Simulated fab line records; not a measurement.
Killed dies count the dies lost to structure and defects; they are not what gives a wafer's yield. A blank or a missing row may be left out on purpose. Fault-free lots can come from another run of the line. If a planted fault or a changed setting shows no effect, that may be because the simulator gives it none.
What tool caused it?    flow gf180mcu    18 wafers from 6 lots sampled at 3 of the route's 602 steps

## WHAT THE GAUGES SHOWED, per wafer
GF_VT_IMPLANT_RS_MEAS_47: measures by four-point-probe.
lot   measured      on             NWELL_RS (ohm/sq)
L800  day 8 23:27   film metro-04  490.2 490.2 489.0
L802  day 9 10:04   film metro-03  490.0 489.1 489.8
L809  day 11 03:52  film metro-04  501.4 501.5 500.6 501.8 501.4 501.0
L812  day 11 23:11  film metro-03  501.2 502.3 501.5 501.6 501.8 501.0
L817  day 13 09:59  film metro-04  491.8 491.7 491.6
L820  day 14 10:17  film metro-03  491.8 490.7 489.5

## TOOL THAT RAN EACH LOT (tool first, then ch and the chambers of the sampled wafers, then the start)
lot   GF_DNWELL_STRIP_08                   GF_NWELL_IMPLANT_08
L800  plasma asher-04 ch 0,1, day 3 17:13  implanter-01 ch 0, day 4 06:54
L802  plasma asher-01 ch 0,1, day 4 00:52  implanter-01 ch 0, day 4 15:06
L809  plasma asher-04 ch 0,1, day 5 10:41  implanter-01 ch 0, day 6 01:52
L812  plasma asher-01 ch 0,1, day 6 02:19  implanter-01 ch 0, day 6 17:31
L817  plasma asher-01 ch 0,1, day 7 06:13  implanter-04 ch 0, day 7 22:42
L820  plasma asher-01 ch 0,1, day 7 23:01  implanter-03 ch 0, day 8 16:16
- GF_DNWELL_STRIP_08: strips in O2/N2.
- GF_NWELL_IMPLANT_08

## THE ANSWER, worked out from the rows above alone
Rule: what is usual is taken from the lots themselves. The widest of any qualifying gaps counts: lots, ordered by their means at a reading, are off when they make up no more than a third of the lots, leave a main group of 4 or more, and stand apart from it by 3 or more times the standard deviation of that group's means. If all means in a main group match to the digits the tables above print for the reading, that group is not used. A lot without any number at a reading at which 4 lots or more have one is off too. All remaining lots with rows at the step are treated as sound.
Off: L809, L812, seen at GF_VT_IMPLANT_RS_MEAS_47 (NWELL_RS). Mean 490.4 ohm/sq and standard deviation 0.82 in the main group.
If a tool, at a process step before that reading, ran all the lots that are off and no sound lot after the first of them, it fits. Those tools and the gauges at GF_VT_IMPLANT_RS_MEAS_47 are tried in the same way. One fits: implanter-01 at GF_NWELL_IMPLANT_08. Its last sound lot is L802 (day 4 15:06), its first lot that is off L809 (day 6 01:52): a fault that began between those two fits.

## WHAT HAD BEEN PUT IN BY THE SIMULATOR
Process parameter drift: implanter-01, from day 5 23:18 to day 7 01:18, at GF_NWELL_IMPLANT_08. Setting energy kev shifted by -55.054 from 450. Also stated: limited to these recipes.
Lots struck among those shown: L809, L812. This agrees with what the rule above found.
